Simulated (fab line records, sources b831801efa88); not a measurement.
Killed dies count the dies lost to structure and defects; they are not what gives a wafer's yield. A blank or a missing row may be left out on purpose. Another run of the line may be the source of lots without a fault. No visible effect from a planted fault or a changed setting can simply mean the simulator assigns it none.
2 desks looking at one fault ; flow sky130 ; only its own numbers are on each desk; what lay behind them is given at the end

## DESK OF THE TOOL OWNER: plasma_asher-02
The tool's own readings at SKY_GATE_OXIDE_STRIP_13 (strips in O2/N2): means of the sampled wafers that have a number, for each lot that ran on this tool. Marked OUT: a lot whose mean sits more than 4 standard deviations from the usual mean, which makes it out of limits; the brackets give that distance.
Columns: A = drypump_motor_current_A at SKY_GATE_OXIDE_STRIP_13, usual 5.6 A; B = oes_product_au at SKY_GATE_OXIDE_STRIP_13, usual 0.716 a.u.; C = strip_time_to_endpoint_s at SKY_GATE_OXIDE_STRIP_13, usual 14.18 s
lot;first seen here;A;B;C
L865;day 14 17:32;4.9;0.717;14.15
L868;day 16 05:19;5.4;0.712;14.11
L873;day 17 19:16;5.4;0.717;14.19
L874;day 18 06:04;5.2;0.718;14.19
L883;day 21 09:28;5.4;0.708;14.23
This desk's verdict: no lot among the 5 shows anything out of limits.

## THE METROLOGY DESK
Means of the sampled wafers that have a number, per lot and without regard to the tool the lot ran on: this is what the gauges read. Marked OUT: a lot whose mean sits more than 4 standard deviations from the usual mean, which makes it out of limits; the brackets give that distance.
Columns: A = METAL4_OVL at SKY_METAL4_OVL_MEAS_14, usual -3 nm; B = VIA4_OVL at SKY_VIA4_OVL_MEAS_11, usual -0.6 nm; C = METAL5_ALCU_THK at SKY_METAL5_THK_MEAS_06, usual 1120 nm
lot;first seen here;A;B;C
L862;day 41 14:20;-4;-0.2;1129
L863;day 41 21:31;-9;-0.4;1102
L865;day 42 12:49;4;-2.4;1125
L868;day 43 16:34;-8;0.5;1140
L873;day 44 22:37;-9;-0.6;1119
L874;day 45 04:43;1;-1.4;1125
L876;day 45 12:36;-6;-2.1;1111
L877;day 45 20:15;1;-1.1;1113
L878;day 46 01:50;-5;-1.9;1137
L879;day 46 08:16;-5;-0.1;1134
L880;day 46 13:10;3;0.6;1137
L883;day 47 16:26;-7;-2.2;1130
L884;day 47 18:13;2;-1.1;1107
L885;day 47 18:53;-4;-0.1;1110
This desk's verdict: no lot among the 14 shows anything out of limits.

## PUT TOGETHER
The tool owner's desk saw nothing out of limits.
Nothing out of limits was seen by the metrology desk.

## WHAT THE SIMULATOR HAD INSERTED
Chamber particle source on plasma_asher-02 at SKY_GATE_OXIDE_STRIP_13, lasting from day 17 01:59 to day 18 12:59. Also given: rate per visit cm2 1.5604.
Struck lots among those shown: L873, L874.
